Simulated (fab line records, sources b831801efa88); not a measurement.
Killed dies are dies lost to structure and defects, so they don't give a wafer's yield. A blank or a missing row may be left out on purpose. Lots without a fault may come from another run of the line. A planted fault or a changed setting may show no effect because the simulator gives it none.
Problem report in the 8D (eight disciplines) form, filled by code | flow gf180mcu | the parts of the form that need people (team, actions taken, sign-off) are left out

1. THE PROBLEM
oes_product_au at GF_MIM_METAL_ETCH_19 reads a mean of 0.902 a.u. on 6 wafers of 2 lots; wafers without a fault read 0.940 a.u. with a standard deviation of 0.0072. That is -5.2 standard deviations from the usual mean.
The step: etches the open film in Cl2/BCl3, stops on Si3N4, target depth 324.5 nm, time 54.1 s.
First seen on wafer L125.1, day 30 01:19, on rie_metal-01. The record holds 33 wafers of 11 lots with a number at this step. Rule for "out", or "out of limits": more than 4 standard deviations from the usual mean. The other wafers with a number count as sound.

2. WHAT IT IS AND WHAT IT IS NOT
question                    | is                     | is not
which readings at this step | oes_product_au         | drypump_motor_current_A
which lots                  | L125, L127             | L111, L115, L116, L117, L118, L124, L126, L131, L132
which wafers of those lots  | all that have a number | -
read on which tools         | rie_metal-01           | rie_metal-02, rie_metal-03
when                        | from day 30 01:19      | up to then (18 sound wafers); but 9 sound wafers of L126, L131, L132 came after

3. SUSPECTS, AND WHAT RULES EACH OUT
Counting: a tool at a process step up to the reading stays a suspect if it ran every lot that is out and no sound lot after the first of them.
- pvd_sputter-04 at GF_MIM_SPUTTER_07 (material TiN, target thk 60 nm, time 50 s): kept. It ran every lot that is out, first L125 (day 29 06:50), and no sound lot after that; its last sound lot up to then is L124 (day 28 21:45).
- rie_metal-01 at GF_MIM_METAL_ETCH_19 (etches the open film in Cl2/BCl3, stops on Si3N4, target depth 324.5 nm, time 54.1 s): ruled out as a lasting fault. Sound lots L131, L132 ran on it after its first lot that is out, L125 (day 30 01:19).
Left after counting: pvd_sputter-04 at GF_MIM_SPUTTER_07.

4. THE CAUSE (what the simulator had put in)
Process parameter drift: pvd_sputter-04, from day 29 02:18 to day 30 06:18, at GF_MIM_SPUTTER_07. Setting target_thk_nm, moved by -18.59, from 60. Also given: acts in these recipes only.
Counting left only this tool.

5. THE CHAIN OF EFFECTS, in route order
Each row: a reading whose mean over the struck wafers that have a number lies more than 3 standard deviations from the usual. Only readings for which the record gives a usual standard deviation are gone through. hours: the time from each lot's start at the first step in this table that gives one to its start at this step, as a median over the lots. sigmas: the change in usual standard deviations.
hours | step                 | reading            | usual      | on struck wafers | change | sigmas
0     | GF_MIM_METAL_ETCH_19 | oes_product_au     | 0.940 a.u. | 0.902            | -0.038 | -5.2
0     | GF_MIM_METAL_ETCH_19 | throttle_valve_pct | 28.284 %   | 28.320           | +0.036 | +3.0
The process steps in it:
- GF_MIM_METAL_ETCH_19: etches the open film in Cl2/BCl3, stops on Si3N4, target depth 324.5 nm, time 54.1 s.

6. WHAT WOULD HAVE CAUGHT IT SOONER
In this record the first reading out of limits was taken at day 30 01:19, 23 hours after the fault began at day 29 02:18.
Of the tool readings at GF_MIM_SPUTTER_07 for which the record gives a usual standard deviation, none was out on any struck wafer, so an alarm limit of 4 standard deviations on them would not have fired.
All the lots that are out (2) had begun GF_MIM_SPUTTER_07 on pvd_sputter-04 by day 30 01:19. A hold on the tool at that time would have spared none of them.
